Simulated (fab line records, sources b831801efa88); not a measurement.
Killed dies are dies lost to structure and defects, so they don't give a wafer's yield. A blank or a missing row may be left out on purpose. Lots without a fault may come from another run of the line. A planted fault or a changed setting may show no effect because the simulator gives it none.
Chamber matching | flow gf180mcu | GF_V5_CMP_04 on cmp-02: 4 sister chambers
The step polishes SiO2. 4 wafers are shown with their chamber, then 8 later ones without.

WAFERS WITH THEIR CHAMBER
wafer  | chamber | motor_current_A (A)
L335.2 | 0       | 11.2
L339.1 | 1       | 11.8
L339.3 | 3       | 10.1
L347.1 | 2       | 11.5

WAFERS WITHOUT THEIR CHAMBER
wafer  | motor_current_A (A)
L347.2 | 10.3
L347.3 | 11.4
L348.1 | 11.6
L348.2 | 11.2
L348.3 | 10.1
L349.1 | 11.2
L349.4 | 11.6
L349.6 | 11.1

WHICH CHAMBER EACH WENT THROUGH
wafer  | from the rows above     | in truth
L347.2 | 3                       | 3
L347.3 | can't be placed: 2 or 0 | 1
L348.1 | can't be placed: 2 or 1 | 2
L348.2 | 0                       | 0
L348.3 | 3                       | 3
L349.1 | 0                       | 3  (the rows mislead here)
L349.4 | can't be placed: 2 or 1 | 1
L349.6 | 0                       | 0
Placed correctly: 4 of 8. Can't be placed from these rows: 3 (the true chamber is among the candidates in 2). Placed wrongly: 1.
How it was worked out, from the rows above alone: a wafer's distance from a chamber is the root of the sum, over the readings, of the square of ((its reading less the chamber's mean) divided by the reading's scatter). The wafer belongs to the nearest chamber; if the next one is less than 2 further off, it can't be placed. A chamber's mean is the mean of its shown wafers. The scatter: with one shown wafer a chamber, the root of the mean of the squares of how far each hidden wafer lies from its nearest shown one.
